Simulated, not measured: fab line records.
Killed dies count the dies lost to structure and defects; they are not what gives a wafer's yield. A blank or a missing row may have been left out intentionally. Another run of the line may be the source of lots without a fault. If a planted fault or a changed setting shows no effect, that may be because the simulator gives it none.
Which tool did it? ; flow sfqLine ; 21 wafers from 7 lots sampled at 4 of the route's 325 steps

WHAT EACH GAUGE READ, for each wafer
SFQ_R5_RS_MEAS_933: uses a four-point probe to measure.
lot;measured;on;R5_MONX_RS (ohm/sq)
L604;day 48 21:49;filmMetro-01;7.13 7.14 7.12
L606;day 50 07:04;filmMetro-01;6.99 7.00 7.05
L608;day 51 05:41;filmMetro-01;6.95 6.97 6.98
L610;day 51 22:03;filmMetro-03;7.25 7.04 7.15
L613;day 52 18:44;filmMetro-03;7.08 7.33 7.31
L623;day 55 03:51;filmMetro-02;8.83 8.86 7.11
L625;day 55 12:59;filmMetro-01;6.99 6.96 6.99

EACH LOT AND THE TOOL THAT RAN IT (in order: tool; ch and the chambers of the sampled wafers; start)
lot;SFQ_TRILAYER_JJ_TRILAYER_DEP_SPUTTER_109;SFQ_TRILAYER_A5B_DEP_PECVD_129;SFQ_TRILAYER_R5_DEP_SPUTTER_133
L604;pvdSputter-05, day 40 20:45;pecvd-03 ch 0,1,2, day 45 21:53;pvdSputter-04, day 48 21:44
L606;pvdSputter-05, day 42 09:55;pecvd-04 ch 0,2, day 47 09:43;pvdSputter-03, day 50 06:58
L608;pvdSputter-03, day 43 02:07;pecvd-04 ch 1,2, day 48 09:43;pvdSputter-05, day 51 05:36
L610;pvdSputter-03, day 43 22:02;pecvd-04 ch 0,1, day 49 01:19;pvdSputter-03, day 51 21:58
L613;pvdSputter-05, day 44 18:27;pecvd-03 ch 0,1,2, day 50 02:32;pvdSputter-03, day 52 18:40
L623;pvdSputter-03, day 48 03:22;pecvd-04 ch 0,2, day 52 19:38;pvdSputter-04, day 55 03:47
L625;pvdSputter-06, day 48 12:58;pecvd-01 ch 0,1, day 53 05:14;pvdSputter-03, day 55 12:52
- SFQ_TRILAYER_JJ_TRILAYER_DEP_SPUTTER_109: material Nb, target thk 150 nm, time 100 s.
- SFQ_TRILAYER_A5B_DEP_PECVD_129: deposits SiO2 from SiH4/N2O, time 133.33 s, target thk 600 nm.
- SFQ_TRILAYER_R5_DEP_SPUTTER_133: material MoNx, target thk 40 nm, time 66.7 s.

THE ANSWER, worked out from the rows above alone
Rule: the usual values come from the lots themselves. The widest of any qualifying gaps counts: lots, ordered by their means at a reading, are off when they make up no more than a third of the lots, leave a main group of 4 or more, and stand apart from it by 3 or more times the standard deviation of that group's means. The tables above print the reading to a certain number of digits; a main group whose means all agree to those digits is not used. Also off: a lot with no number at a reading for which 4 or more lots have one. The other lots that the step has rows for count as sound.
Off: at SFQ_R5_RS_MEAS_933 (R5_MONX_RS), L623. The main group has a mean of 7.08 ohm/sq with a standard deviation of 0.1.
If a tool, at a process step before that reading, ran all the lots that are off and no sound lot after the first of them, it fits. Those tools and the gauges at SFQ_R5_RS_MEAS_933 are tried in the same way. Can't be told from this: 4 tools fit, pvdSputter-03 at SFQ_TRILAYER_JJ_TRILAYER_DEP_SPUTTER_109, pecvd-04 at SFQ_TRILAYER_A5B_DEP_PECVD_129, pvdSputter-04 at SFQ_TRILAYER_R5_DEP_SPUTTER_133, filmMetro-02 at SFQ_R5_RS_MEAS_933.

WHAT HAD BEEN PUT IN BY THE SIMULATOR
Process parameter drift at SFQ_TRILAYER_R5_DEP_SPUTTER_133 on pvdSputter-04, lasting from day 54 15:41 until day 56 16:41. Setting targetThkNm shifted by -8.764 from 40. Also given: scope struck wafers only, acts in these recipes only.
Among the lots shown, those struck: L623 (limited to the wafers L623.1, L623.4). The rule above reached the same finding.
